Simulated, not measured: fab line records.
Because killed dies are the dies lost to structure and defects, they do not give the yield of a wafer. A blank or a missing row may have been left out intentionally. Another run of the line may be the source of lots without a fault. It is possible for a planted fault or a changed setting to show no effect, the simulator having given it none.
fab line records :: flow sky130
record
  lots=7
  wafers=21
  last_day=50
route steps=708 shown FIELD_ISO@29 NWELL@32 DNWELL@35 PWDE@45
lots untouched by any fault: they come from a run of this same line in which no faults occurred
start_h: hours from the record's opening day to when the first of the lot's shown wafers began :: wait_h: hours elapsed since this lot's preceding step :: " same as the row above :: L1.1+2: several wafers, shown together as one row :: - either no value or no given start :: * or withheld: withheld :: < > ~ a bound
route shown NAME@n: NAME is a module with steps in the file, n the number in the route of the first one :: usual: the fault-free wafers' mean and standard deviation :: same: alike in all rows :: chamber/n: place in a boat :: sites: each site's reading :: _std_site: standard deviation across them :: _edge_site: outer sites' mean less inner sites' :: radius_mm: for every site, how far away it sits from the centre of the wafer :: mask NAME#n: copy n :: behind: the tool/chamber that last shaped the wafer :: hold: reason for holding the lot/hours on hold/outcome of the hold :: device: the transistor (n, p or np) that didn't switch :: end of line: at the end of the route, the tests of the same wafers :: step lacking rows: just its recipe :: killed: dies that structure and defects cost at the first sort, which is not the same as the wafer's yield :: map: shows each die of a wafer: x if killed, . if not, _ if none is there
set.NAME: the setting as run; set.NAME@STEP: as run at that earlier step :: model.NAME: the simulator's own value behind a step, which no gauge read
lots at selected steps of the route; one table per step, one row per wafer
services: a tool's chamber out of use, with start hour (start_h, from the record's first day; less than 0 if before it), hours out, and reason
## steps
# step SKY_FIELD_ISO_WET_ETCH_28
# recipe
  chemistry=dHF
  target_depth_nm=23.7
  target=SiO2
  dilution=10:1
  temp_c=25
  time_s=47
# step SKY_FIELD_ISO_WET_ETCH_29
# recipe
  chemistry=H3PO4
  target_depth_nm=160
  target=Si3N4
  temp_c=160
  time_s=1825
# step SKY_FIELD_ISO_WET_ETCH_30
# recipe
  chemistry=dHF
  target_depth_nm=25
  target=SiO2
  dilution=10:1
  temp_c=25
  time_s=50
# step SKY_NWELL_CLEAN_00
# recipe
  chemistry=SC1/SC2
  mix=1:4:20
  temp_c=70
  time_s=150
  dry=n2_spin
# step SKY_NWELL_OXIDATION_01
# recipe
  temp_c=900
  ambient=O2
  stabilise_s=600
  purge_s=300
  target_thk_a=100
  ox_time_s=1418
# step SKY_NWELL_THK_MEAS_02
# recipe
  reads=SiO2_of_NWELL_OXIDATION_01
# usual
  NWELL_OXIDATION_THK=10.07/0.17
lot.wafer: L542.1
tool: film_metro-03
chamber: -
start_h: 57.42
wait_h: 0.0
NWELL_OXIDATION_THK[nm]: 10.19

lot.wafer: L542.2
tool: film_metro-03
chamber: -
start_h: 57.42
wait_h: 0.0
NWELL_OXIDATION_THK[nm]: 10.19

lot.wafer: L542.4
tool: film_metro-03
chamber: -
start_h: 57.42
wait_h: 0.0
NWELL_OXIDATION_THK[nm]: 10.24

lot.wafer: L544.2
tool: film_metro-03
chamber: -
start_h: 65.02
wait_h: 0.0
NWELL_OXIDATION_THK[nm]: 9.96

lot.wafer: L544.3
tool: film_metro-03
chamber: -
start_h: 65.02
wait_h: 0.0
NWELL_OXIDATION_THK[nm]: 9.77

lot.wafer: L544.5
tool: film_metro-03
chamber: -
start_h: 65.02
wait_h: 0.0
NWELL_OXIDATION_THK[nm]: 9.89

lot.wafer: L555.1
tool: film_metro-01
chamber: -
start_h: 126.80
wait_h: 0.0
NWELL_OXIDATION_THK[nm]: 10.10

lot.wafer: L555.3
tool: film_metro-01
chamber: -
start_h: 126.80
wait_h: 0.0
NWELL_OXIDATION_THK[nm]: 10.09

lot.wafer: L555.6
tool: film_metro-01
chamber: -
start_h: 126.80
wait_h: 0.0
NWELL_OXIDATION_THK[nm]: 9.90

lot.wafer: L556.1
tool: film_metro-01
chamber: -
start_h: 133.66
wait_h: 0.0
NWELL_OXIDATION_THK[nm]: 10.31

lot.wafer: L556.4
tool: film_metro-01
chamber: -
start_h: 133.66
wait_h: 0.0
NWELL_OXIDATION_THK[nm]: 10.22

lot.wafer: L556.6
tool: film_metro-01
chamber: -
start_h: 133.66
wait_h: 0.0
NWELL_OXIDATION_THK[nm]: 10.02

lot.wafer: L557.3
tool: film_metro-04
chamber: -
start_h: 137.69
wait_h: 0.0
NWELL_OXIDATION_THK[nm]: 10.07

lot.wafer: L557.4
tool: film_metro-04
chamber: -
start_h: 137.69
wait_h: 0.0
NWELL_OXIDATION_THK[nm]: 9.89

lot.wafer: L557.5
tool: film_metro-04
chamber: -
start_h: 137.69
wait_h: 0.0
NWELL_OXIDATION_THK[nm]: 10.03

lot.wafer: L561.4
tool: film_metro-03
chamber: -
start_h: 156.14
wait_h: 0.0
NWELL_OXIDATION_THK[nm]: 10.04

lot.wafer: L561.5
tool: film_metro-03
chamber: -
start_h: 156.14
wait_h: 0.0
NWELL_OXIDATION_THK[nm]: 9.87

lot.wafer: L561.6
tool: film_metro-03
chamber: -
start_h: 156.14
wait_h: 0.0
NWELL_OXIDATION_THK[nm]: 9.99

lot.wafer: L562.1
tool: film_metro-01
chamber: -
start_h: 161.42
wait_h: 0.0
NWELL_OXIDATION_THK[nm]: 10.11

lot.wafer: L562.2
tool: film_metro-01
chamber: -
start_h: 161.42
wait_h: 0.0
NWELL_OXIDATION_THK[nm]: 10.01

lot.wafer: L562.6
tool: film_metro-01
chamber: -
start_h: 161.42
wait_h: 0.0
NWELL_OXIDATION_THK[nm]: 10.17
# step SKY_DNWELL_DEHYDRATE_00
# recipe
  temp_c=200
  time_s=60
# step SKY_DNWELL_HMDS_01
# recipe
  prime_time_s=60
  prime_temp_c=120
# step SKY_DNWELL_COAT_02
# recipe
  spin_rpm=2000
  resist_thk_nm=3000
# step SKY_DNWELL_SOFTBAKE_03
# recipe
  temp_c=110
  time_s=withheld
# step SKY_DNWELL_EXPOSE_04
# recipe
  mask_id=DNM
  na=0.57
  target_cd_nm=3000
  dose_mj=222
# step SKY_DNWELL_PEB_05
# recipe
  temp_c=115
  time_s=withheld
# step SKY_DNWELL_DEVELOP_06
# recipe
  wall_angle_deg=90
  developer=TMAH
  develop_time_s=60
  dev_temp_c=23
# usual
  chill_plate_temp_C=23.01/0.091
  develop_time_s=60/0
lot.wafer: L542.1
tool: litho_track-02
chamber: 0
start_h: 72
wait_h: -
chill_plate_temp_C: 23.10
develop_time_s: 60

lot.wafer: L542.2
tool: litho_track-02
chamber: 0
start_h: 72
wait_h: -
chill_plate_temp_C: 22.98
develop_time_s: 60

lot.wafer: L542.4
tool: litho_track-02
chamber: 0
start_h: 72
wait_h: -
chill_plate_temp_C: 23.07
develop_time_s: 60

lot.wafer: L544.2
tool: litho_track-03
chamber: 0
start_h: 81
wait_h: -
chill_plate_temp_C: 22.93
develop_time_s: 60

lot.wafer: L544.3
tool: litho_track-03
chamber: 0
start_h: 81
wait_h: -
chill_plate_temp_C: 22.90
develop_time_s: 60

lot.wafer: L544.5
tool: litho_track-03
chamber: 0
start_h: 81
wait_h: -
chill_plate_temp_C: 22.86
develop_time_s: 60

lot.wafer: L555.1
tool: litho_track-04
chamber: -
start_h: 145
wait_h: -
chill_plate_temp_C: -
develop_time_s: -

lot.wafer: L555.3
tool: litho_track-04
chamber: -
start_h: 145
wait_h: -
chill_plate_temp_C: -
develop_time_s: -

lot.wafer: L555.6
tool: litho_track-04
chamber: -
start_h: 145
wait_h: -
chill_plate_temp_C: -
develop_time_s: -

lot.wafer: L556.1
tool: litho_track-03
chamber: -
start_h: 151
wait_h: -
chill_plate_temp_C: -
develop_time_s: -

lot.wafer: L556.4
tool: litho_track-03
chamber: -
start_h: 151
wait_h: -
chill_plate_temp_C: -
develop_time_s: -

lot.wafer: L556.6
tool: litho_track-03
chamber: -
start_h: 151
wait_h: -
chill_plate_temp_C: -
develop_time_s: -

lot.wafer: L557.3
tool: litho_track-03
chamber: -
start_h: 156
wait_h: -
chill_plate_temp_C: -
develop_time_s: -

lot.wafer: L557.4
tool: litho_track-03
chamber: -
start_h: 156
wait_h: -
chill_plate_temp_C: -
develop_time_s: -

lot.wafer: L557.5
tool: litho_track-03
chamber: -
start_h: 156
wait_h: -
chill_plate_temp_C: -
develop_time_s: -

lot.wafer: L561.4
tool: litho_track-02
chamber: 0
start_h: 176
wait_h: -
chill_plate_temp_C: 23.07
develop_time_s: 60

lot.wafer: L561.5
tool: litho_track-02
chamber: 0
start_h: 176
wait_h: -
chill_plate_temp_C: 23.00
develop_time_s: 60

lot.wafer: L561.6
tool: litho_track-02
chamber: 0
start_h: 176
wait_h: -
chill_plate_temp_C: 23.07
develop_time_s: 60

lot.wafer: L562.1
tool: litho_track-04
chamber: 0
start_h: 182
wait_h: -
chill_plate_temp_C: 22.95
develop_time_s: 60

lot.wafer: L562.2
tool: litho_track-04
chamber: 0
start_h: 182
wait_h: -
chill_plate_temp_C: 23.08
develop_time_s: 60

lot.wafer: L562.6
tool: litho_track-04
chamber: 0
start_h: 182
wait_h: -
chill_plate_temp_C: 22.96
develop_time_s: 60
# step SKY_DNWELL_IMPLANT_07
# recipe
  species=P
  energy_kev=withheld
  dose_cm2=withheld
  tilt_deg=withheld
# step SKY_DNWELL_STRIP_08
# recipe
  chemistry=O2/N2
  power_w=1400
  pressure_mtorr=1500
  platen_temp_c=withheld
  o2_flow_sccm=3000
  n2_flow_sccm=300
  overash_fraction=0.5
# usual
  drypump_motor_current_A=5.7/0.51
  oes_product_au=0.723/0.0046
  strip_time_to_endpoint_s=36.94/0.12
lot.wafer: L542.1
tool: plasma_asher-03
chamber: 1
start_h: 73.14
wait_h: 0.1
drypump_motor_current_A: 6.3
oes_product_au: 0.722
rf_hours_counter_h: 42
strip_time_to_endpoint_s: 36.95

lot.wafer: L542.2
tool: plasma_asher-03
chamber: 0
start_h: 73.14
wait_h: 0.1
drypump_motor_current_A: 6.2
oes_product_au: 0.720
rf_hours_counter_h: 42
strip_time_to_endpoint_s: 36.81

lot.wafer: L542.4
tool: plasma_asher-03
chamber: 0
start_h: 73.14
wait_h: 0.1
drypump_motor_current_A: 6.2
oes_product_au: 0.720
rf_hours_counter_h: -
strip_time_to_endpoint_s: 36.80

lot.wafer: L544.2
tool: plasma_asher-04
chamber: 0
start_h: 81.95
wait_h: 0.1
drypump_motor_current_A: 5.6
oes_product_au: 0.713
rf_hours_counter_h: 37
strip_time_to_endpoint_s: 36.89

lot.wafer: L544.3
tool: plasma_asher-04
chamber: 0
start_h: 81.95
wait_h: 0.1
drypump_motor_current_A: 5.6
oes_product_au: 0.730
rf_hours_counter_h: -
strip_time_to_endpoint_s: 36.94

lot.wafer: L544.5
tool: plasma_asher-04
chamber: 0
start_h: 81.95
wait_h: 0.1
drypump_motor_current_A: 5.6
oes_product_au: 0.721
rf_hours_counter_h: -
strip_time_to_endpoint_s: 37.00

lot.wafer: L555.1
tool: plasma_asher-03
chamber: 1
start_h: 145.99
wait_h: 0.1
drypump_motor_current_A: 6.2
oes_product_au: 0.718
rf_hours_counter_h: 3
strip_time_to_endpoint_s: 36.86

lot.wafer: L555.3
tool: plasma_asher-03
chamber: 1
start_h: 145.99
wait_h: 0.1
drypump_motor_current_A: 6.2
oes_product_au: 0.725
rf_hours_counter_h: -
strip_time_to_endpoint_s: 36.83

lot.wafer: L555.6
tool: plasma_asher-03
chamber: 1
start_h: 145.99
wait_h: 0.1
drypump_motor_current_A: 6.2
oes_product_au: 0.728
rf_hours_counter_h: -
strip_time_to_endpoint_s: 37.05

lot.wafer: L556.1
tool: plasma_asher-01
chamber: 0
start_h: 151.95
wait_h: 0.1
drypump_motor_current_A: 5.7
oes_product_au: 0.721
rf_hours_counter_h: 32
strip_time_to_endpoint_s: 37.06

lot.wafer: L556.4
tool: plasma_asher-01
chamber: 1
start_h: 151.95
wait_h: 0.1
drypump_motor_current_A: 5.3
oes_product_au: 0.724
rf_hours_counter_h: -
strip_time_to_endpoint_s: 37.11

lot.wafer: L556.6
tool: plasma_asher-01
chamber: 0
start_h: 151.95
wait_h: 0.1
drypump_motor_current_A: 5.7
oes_product_au: 0.715
rf_hours_counter_h: -
strip_time_to_endpoint_s: 37.07

lot.wafer: L557.3
tool: plasma_asher-01
chamber: 0
start_h: 156.93
wait_h: 0.1
drypump_motor_current_A: 5.7
oes_product_au: 0.728
rf_hours_counter_h: -
strip_time_to_endpoint_s: 36.84

lot.wafer: L557.4
tool: plasma_asher-01
chamber: 1
start_h: 156.93
wait_h: 0.1
drypump_motor_current_A: 5.3
oes_product_au: 0.719
rf_hours_counter_h: -
strip_time_to_endpoint_s: 36.83

lot.wafer: L557.5
tool: plasma_asher-01
chamber: 1
start_h: 156.93
wait_h: 0.1
drypump_motor_current_A: 5.3
oes_product_au: 0.728
rf_hours_counter_h: -
strip_time_to_endpoint_s: 36.95

lot.wafer: L561.4
tool: plasma_asher-03
chamber: 1
start_h: 176.97
wait_h: 0.1
drypump_motor_current_A: 6.3
oes_product_au: 0.726
rf_hours_counter_h: -
strip_time_to_endpoint_s: 37.12

lot.wafer: L561.5
tool: plasma_asher-03
chamber: 0
start_h: 176.97
wait_h: 0.1
drypump_motor_current_A: 6.2
oes_product_au: 0.726
rf_hours_counter_h: -
strip_time_to_endpoint_s: 37.10

lot.wafer: L561.6
tool: plasma_asher-03
chamber: 1
start_h: 176.97
wait_h: 0.1
drypump_motor_current_A: 6.2
oes_product_au: 0.721
rf_hours_counter_h: -
strip_time_to_endpoint_s: 37.02

lot.wafer: L562.1
tool: plasma_asher-04
chamber: 1
start_h: 182.69
wait_h: 0.1
drypump_motor_current_A: 4.9
oes_product_au: 0.723
rf_hours_counter_h: 47
strip_time_to_endpoint_s: 36.85

lot.wafer: L562.2
tool: plasma_asher-04
chamber: 0
start_h: 182.69
wait_h: 0.1
drypump_motor_current_A: 5.6
oes_product_au: 0.716
rf_hours_counter_h: 47
strip_time_to_endpoint_s: 36.90

lot.wafer: L562.6
tool: plasma_asher-04
chamber: 1
start_h: 182.69
wait_h: 0.1
drypump_motor_current_A: 4.9
oes_product_au: 0.722
rf_hours_counter_h: -
strip_time_to_endpoint_s: 36.85
# step SKY_DNWELL_TW_MEAS_09
# usual
  DNWELL_TW=1107/11
lot.wafer: L542.1
tool: film_metro-04
chamber: -
start_h: 73.24
wait_h: 0.1
DNWELL_TW: 1118

lot.wafer: L542.2
tool: film_metro-04
chamber: -
start_h: 73.24
wait_h: 0.1
DNWELL_TW: 1112

lot.wafer: L542.4
tool: film_metro-04
chamber: -
start_h: 73.24
wait_h: 0.1
DNWELL_TW: 1116

lot.wafer: L544.2
tool: film_metro-01
chamber: -
start_h: 82.06
wait_h: 0.1
DNWELL_TW: 1100

lot.wafer: L544.3
tool: film_metro-01
chamber: -
start_h: 82.06
wait_h: 0.1
DNWELL_TW: 1101

lot.wafer: L544.5
tool: film_metro-01
chamber: -
start_h: 82.06
wait_h: 0.1
DNWELL_TW: 1105

lot.wafer: L555.1
tool: film_metro-01
chamber: -
start_h: 146.09
wait_h: 0.1
DNWELL_TW: 30

lot.wafer: L555.3
tool: film_metro-01
chamber: -
start_h: 146.09
wait_h: 0.1
DNWELL_TW: 30

lot.wafer: L555.6
tool: film_metro-01
chamber: -
start_h: 146.09
wait_h: 0.1
DNWELL_TW: 30

lot.wafer: L556.1
tool: film_metro-04
chamber: -
start_h: 152.05
wait_h: 0.1
DNWELL_TW: 30

lot.wafer: L556.4
tool: film_metro-04
chamber: -
start_h: 152.05
wait_h: 0.1
DNWELL_TW: 30

lot.wafer: L556.6
tool: film_metro-04
chamber: -
start_h: 152.05
wait_h: 0.1
DNWELL_TW: 30

lot.wafer: L557.3
tool: film_metro-01
chamber: -
start_h: 157.02
wait_h: 0.1
DNWELL_TW: 30

lot.wafer: L557.4
tool: film_metro-01
chamber: -
start_h: 157.02
wait_h: 0.1
DNWELL_TW: 30

lot.wafer: L557.5
tool: film_metro-01
chamber: -
start_h: 157.02
wait_h: 0.1
DNWELL_TW: 30

lot.wafer: L561.4
tool: film_metro-04
chamber: -
start_h: 177.07
wait_h: 0.1
DNWELL_TW: 1122

lot.wafer: L561.5
tool: film_metro-04
chamber: -
start_h: 177.07
wait_h: 0.1
DNWELL_TW: 1121

lot.wafer: L561.6
tool: film_metro-04
chamber: -
start_h: 177.07
wait_h: 0.1
DNWELL_TW: 1122

lot.wafer: L562.1
tool: film_metro-01
chamber: -
start_h: 182.79
wait_h: 0.1
DNWELL_TW: 1111

lot.wafer: L562.2
tool: film_metro-01
chamber: -
start_h: 182.79
wait_h: 0.1
DNWELL_TW: 1110

lot.wafer: L562.6
tool: film_metro-01
chamber: -
start_h: 182.79
wait_h: 0.1
DNWELL_TW: 1104
# step SKY_PWDE_DEHYDRATE_00
# recipe
  temp_c=200
  time_s=60
## services
tool: plasma_asher-01
chamber: -
start_h: 67.09
hours: 4.7
kind: repair

tool: plasma_asher-01
chamber: -
start_h: 86.45
hours: 2.0
kind: repair

tool: plasma_asher-03
chamber: -
start_h: 108.75
hours: 9.0
kind: pm

tool: plasma_asher-03
chamber: 0
start_h: 108.75
hours: 9.0
kind: vent_cycle

tool: plasma_asher-03
chamber: 1
start_h: 108.75
hours: 9.0
kind: vent_cycle

tool: plasma_asher-03
chamber: 0
start_h: 117.75
hours: -
kind: clean

tool: plasma_asher-03
chamber: 1
start_h: 117.75
hours: -
kind: clean
## key
first_sign
  step=SKY_DNWELL_DEVELOP_06
  reading=tool_record
  direction=missing
effect
  step=SKY_DNWELL_TW_MEAS_09
  reading=DNWELL_TW
  direction=down
  sigmas=94
  usual=1107
  struck=30
met_at SKY_DNWELL_DEVELOP_06
struck_wafers L555.1,L555.3,L555.6,L556.1,L556.4,L556.6,L557.3,L557.4,L557.5
sort_left_out L555.1,L555.3,L555.6,L556.1,L556.4,L556.6,L557.3,L557.4,L557.5
tester_left_out L555,L556,L557
onset_between 81 145
fault
  kind=skipped_step_whole
  tool=litho_track-03,litho_track-04
  chamber=-
  onset_h=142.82
  steps=SKY_DNWELL_DEVELOP_06
  scope=struck_lots_only
# tester_left_out: of these lots the tester's yield and bins aren't shown, on N5 and GAA mostly nor the transistor test; their killed dies are dies lost to structure and defects alone, not to doping, threshold or leakage, so they don't give the yield
# sort_left_out: the simulated sort isn't trusted on such a fault, so these wafers' sort isn't shown, and their yield isn't known
